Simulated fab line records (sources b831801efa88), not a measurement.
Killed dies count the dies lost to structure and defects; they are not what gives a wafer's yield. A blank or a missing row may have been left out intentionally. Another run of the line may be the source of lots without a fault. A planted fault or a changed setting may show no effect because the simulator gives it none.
Which tool did it?	flow sky130	13 lots, 37 wafers sampled, at 3 steps of a route of 708

## WHAT EACH GAUGE READ, for each wafer
SKY_SONOS_ONO_THK_MEAS_05. Usual: SONOS_ONO_CVD_04_THK typically reads 5.72 nm, with standard deviation 0.12.
lot	measured	on	SONOS_ONO_CVD_04_THK (nm)	flag
L979	day 12 08:02	filmMetro-02	5.93 6.10 5.91	
L981	day 13 02:32	filmMetro-01	5.62 5.54 5.62	
L982	day 13 05:22	filmMetro-03	5.56 5.63	
L983	day 13 16:48	filmMetro-02	5.65 5.56	
L991	day 16 04:23	filmMetro-02	5.70 5.56 5.61	
L992	day 16 06:40	filmMetro-02	5.71 5.63 5.62	
L993	day 16 14:16	filmMetro-01	5.81 5.85 5.78	
L995	day 17 11:50	filmMetro-02	5.76 5.75 5.87	
L996	day 17 11:51	filmMetro-03	5.78 5.86 5.91	
L997	day 17 23:46	filmMetro-01	5.71 5.69 5.68	
L998	day 18 08:30	filmMetro-01	5.82 5.75 5.86	
L999	day 18 18:01	filmMetro-02	5.63 5.62 5.58	
L101	day 19 07:00	filmMetro-01	5.66 5.59 5.76	

SKY_SONOS_ONO_CD_MEAS_13 targets a cd of 410 nm. Usual: cdNm 409.5 nm, standard deviation 2.2.
lot	measured	on	cdNm (nm)	flag
L979	day 13 08:38	cdSem-02	410.5 411.2 411.1	
L981	day 14 03:38	cdSem-01	408.8 409.0 409.5	
L982	day 14 06:50	cdSem-01	412.4 411.2	
L983	day 14 18:33	cdSem-02	405.8 406.8	
L991	day 17 08:29	cdSem-02	406.9 406.5 409.3	
L992	day 17 11:38	cdSem-01	410.3 411.3 410.0	
L993	day 17 19:03	cdSem-01	408.0 407.6 409.7	
L995	day 18 17:35	cdSem-02	408.9 410.9 408.3	
L996	day 18 17:25	cdSem-01	408.2 407.6 405.5	
L997	day 19 05:34	cdSem-01	410.5 411.6 410.5	
L998	day 19 15:18	cdSem-01	406.0 407.5 407.7	
L999	day 20 00:49	cdSem-02	405.9 406.5 406.9	
L101	day 20 13:48	cdSem-02	405.6 408.1 406.8	

SKY_GATE_OXIDE_OVL_MEAS_10. Usual: GATE_OXIDE_OVL typically reads -1.0 nm, with standard deviation 1.6.
lot	measured	on	GATE_OXIDE_OVL (nm)	flag
L979	day 14 14:53	overlay-01	-1.7 -2.6 -2.7	
L981	day 15 07:56	overlay-02	-0.6 0.5 0.1	
L982	day 15 10:35	overlay-02	0.9 1.8	
L983	day 16 00:07	overlay-02	-1.9 -1.5	
L991	day 18 15:52	overlay-01	2.1 0.8 0.9	
L992	day 18 21:09	overlay-02	0.5 -0.5 0.2	
L993	day 19 03:16	overlay-02	0.0 -1.3 -1.8	
L995	day 20 04:07	overlay-02	-1.9 0.2 -1.1	
L996	day 20 04:42	overlay-01	2.0 1.3 -0.2	
L997	day 20 15:46	overlay-01	-2.7 -2.3 -4.7	
L998	day 20 23:55	overlay-01	-1.9 -2.5 -2.0	
L999	day 21 09:34	overlay-02	-0.8 -1.0 -1.6	
L101	day 22 00:17	overlay-02	0.4 1.0 1.6	

## WHAT TOOL EACH LOT RAN ON (gives the tool, then ch and the chambers of the sampled wafers, and finally the start)
Before these readings, the record contains no process step.

## WHAT THE TOOLS THEMSELVES READ (means of the sampled wafers that have a number; where no wafer has one, the mark that the record gives instead)
The record holds no such reading with a usual standard deviation.

## THE ANSWER, worked out from the rows above alone
Rule: a lot counts as off when the mean over its wafers that have a number is more than 3 standard deviations away from the usual mean. A lot without any number at a reading at which 4 lots or more have one is off too. Where the step has rows for the other lots, those lots are counted as sound. Order of review: gauges by route order, followed by the tools' own readings, for which a lot's mean as printed above is used. The first step at which some lot is off is used, and at that step the reading that is off furthest; a lot without a number counts as furthest.
Nothing can be told from this: no lot is off at any reading shown.

## WHAT THE SIMULATOR HAD INSERTED
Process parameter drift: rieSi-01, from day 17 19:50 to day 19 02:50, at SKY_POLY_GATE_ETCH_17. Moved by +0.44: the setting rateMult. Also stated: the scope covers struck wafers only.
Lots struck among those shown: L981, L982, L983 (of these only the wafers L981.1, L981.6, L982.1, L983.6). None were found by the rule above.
